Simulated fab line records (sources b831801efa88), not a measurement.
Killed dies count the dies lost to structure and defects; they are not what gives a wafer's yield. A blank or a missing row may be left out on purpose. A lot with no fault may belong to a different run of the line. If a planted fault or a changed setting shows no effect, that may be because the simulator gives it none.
One fault seen from 2 desks ; flow sky130 ; numbers are kept per desk, each desk with only its own; the story behind them comes last

TOOL OWNER'S DESK, implanter-01
The tool's own readings at SKY_LDD_N_IMPLANT_10, given as means over the sampled wafers that have a number, one for each lot that went through this tool. If a lot's mean is further than 4 standard deviations from the usual mean, the lot is out of limits and carries the mark OUT (the distance appears in the brackets).
Columns: A = beam-energy-keV at SKY_LDD_N_IMPLANT_10, usual 19.998; B = beam-on-s at SKY_LDD_N_IMPLANT_10, usual 9.98 s; C = faraday-current-uA at SKY_LDD_N_IMPLANT_10, usual 423
lot;first seen here;A;B;C
L608;day 21 07:42;17.295 (-99 or more) OUT;11.69 (+8.1) OUT;362 (-6.9) OUT
L610;day 21 18:10;17.300 (-99 or more) OUT;11.60 (+7.7) OUT;365 (-6.6) OUT
L613;day 22 22:29;17.287 (-99 or more) OUT;11.35 (+6.5) OUT;373 (-5.6) OUT
L620;day 25 07:39;20.000;10.17;416
This desk's finding: out of limits on L608, L610, L613; first on L608, day 21 07:42 (beam-energy-keV at SKY_LDD_N_IMPLANT_10). L620 stayed within limits.

AT THE METROLOGY DESK
What the gauges read, lot by lot, whatever tool the lot ran on: means of the sampled wafers that have a number. If a lot's mean is further than 4 standard deviations from the usual mean, the lot is out of limits and carries the mark OUT (the distance appears in the brackets).
Columns: A = POLY_GATE_OXIDATION_THK at SKY_POLY_GATE_THK_MEAS_21, usual 4.03 nm; B = cd-nm at SKY_POLY_GATE_CD_MEAS_22, usual 150.1 nm; C = LDD_N_OVL at SKY_LDD_N_OVL_MEAS_07, usual -1.3 nm
lot;first seen here;A;B;C
L606;day 19 03:46;4.02;148.5;-0.5
L608;day 20 00:00;3.98;150.1;-2.2
L610;day 20 09:52;3.97;149.9;-0.3
L613;day 21 14:28;4.09;151.3;-2.1
L616;day 22 09:50;4.04;148.1;-3.4
L618;day 23 13:28;4.03;150.5;-0.3
L620;day 24 00:37;4.00;150.1;-0.8
This desk's finding: nothing out of limits on any of the 7 lots.

TAKEN TOGETHER
The tool owner's desk had the chance to raise an alarm at day 21 07:42 on L608, L610, L613.
Metrology desk: nothing out of limits seen.
The metrology desk has L608, L610, L613 on record, within its limits.
All the named lots went through SKY_LDD_N_IMPLANT_10 on implanter-01.

WHAT HAD BEEN PUT IN BY THE SIMULATOR
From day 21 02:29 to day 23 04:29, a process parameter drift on implanter-01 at SKY_LDD_N_IMPLANT_10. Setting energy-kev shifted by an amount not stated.
Shown lots that were struck: L608, L610, L613.
Each desk's first reading out of limits, in hours after the fault started: the tool owner's desk, 5.
